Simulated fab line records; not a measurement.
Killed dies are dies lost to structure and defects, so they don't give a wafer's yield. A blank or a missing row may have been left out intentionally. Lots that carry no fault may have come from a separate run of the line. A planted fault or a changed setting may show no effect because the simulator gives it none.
A lot that was struck, set against a sound lot || flow gf180mcu || 15 out of 602 route steps
Sound: the wafers L119.1, L119.3, L119.6. Wafers L128.1, L128.3, L128.6 were the ones struck. At the end, the cause is stated.
Per side, at each step with rows, come the tool, then ch with its chambers, and then its first start. Under that, the readings that differ: sound wafers || struck wafers || difference of the means || sigmas: that difference in standard deviations of wafers without a fault.
alike: words and numbers the same on both sides, and readings whose means are apart by under 2 such deviations; not compared: readings that were withheld, readings missing a value for some wafer, numbers with overlapping values and no deviation given by the record, and bounds like >300 which may hide the same value.
The two part at a step that has a row with sigmas, a row that says differs or no value, or rows on one side only. Numbers that don't overlap but have no deviation are shown without sigmas and don't part them. A reading missing from all wafers of one side parts the sides only when that side holds two or more wafers.

first, 7 steps without rows for these wafers: GF_VT_IMPLANT_DEHYDRATE_33 (time 60 s); GF_VT_IMPLANT_HMDS_34 (prime time 60 s); GF_VT_IMPLANT_COAT_35 (resist thk 1000 nm); GF_VT_IMPLANT_SOFTBAKE_36 (time 60 s); GF_VT_IMPLANT_EXPOSE_37 (exposes mask Nwell HV AREA, target cd 860 nm); GF_VT_IMPLANT_PEB_38; GF_VT_IMPLANT_DEVELOP_39 (develop time 60 s).
GF_VT_IMPLANT_OVL_MEAS_40:
  struck on overlay-02, day 10 05:16; sound on overlay-02, day 7 19:25
  alike: VT_IMPLANT_03_OVL
following that, these wafers have no rows for 1 step: GF_VT_IMPLANT_IMPLANT_41.
GF_VT_IMPLANT_STRIP_42: strips in O2/N2.
  sound on plasma asher-03 ch 0, day 7 19:35; struck on plasma asher-01 ch 0,1, day 10 05:26
  alike: chamber pressure mTorr, drypump motor current A, heater power w, o2 flow sccm, oes product au, strip time to endpoint s
  not compared: rf hours counter h
GF_VT_IMPLANT_TW_MEAS_43:
  struck on film metro-04, day 10 05:32; sound on film metro-02, day 7 19:41
  alike: VT_IMPLANT_4_TW
then, 1 step without rows for these wafers: GF_VT_IMPLANT_CLEAN_44 (cleans in SC1/SC2, time 150 s).
GF_VT_IMPLANT_RTA_45: time 30 s.
  sound on rtp anneal-02 ch 0, day 7 19:48; struck on rtp anneal-01 ch 0, day 10 05:39
{"reading": "lamp power pct (%)", "sound": "40.3 40.3 40.2", "struck": "36.7 36.7 36.7", "difference": -3.6, "sigmas": -2}
{"reading": "run length s (s)", "sound": "58.63 58.75 58.79", "struck": "47.74 48.05 47.54", "difference": -10.95, "sigmas": -38}
  alike: wafer_temp_C_max
GF_VT_IMPLANT_RS_MEAS_46: the measuring method here is four-point-probe.
  struck on film metro-03, day 10 05:45; sound on film metro-04, day 7 19:54
  alike: MVSD_RS
GF_PASSIVATION_PROBE_99:
  the record has rows for the sound wafers here (prober-01, day 29 10:08) and none for the struck ones

## WHERE THEY PART
First at GF_VT_IMPLANT_RTA_45; last, within this record, at GF_PASSIVATION_PROBE_99.

WHY: what had been put in by the simulator
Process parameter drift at GF_VT_IMPLANT_RTA_45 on rtp anneal-01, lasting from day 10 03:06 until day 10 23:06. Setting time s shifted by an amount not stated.
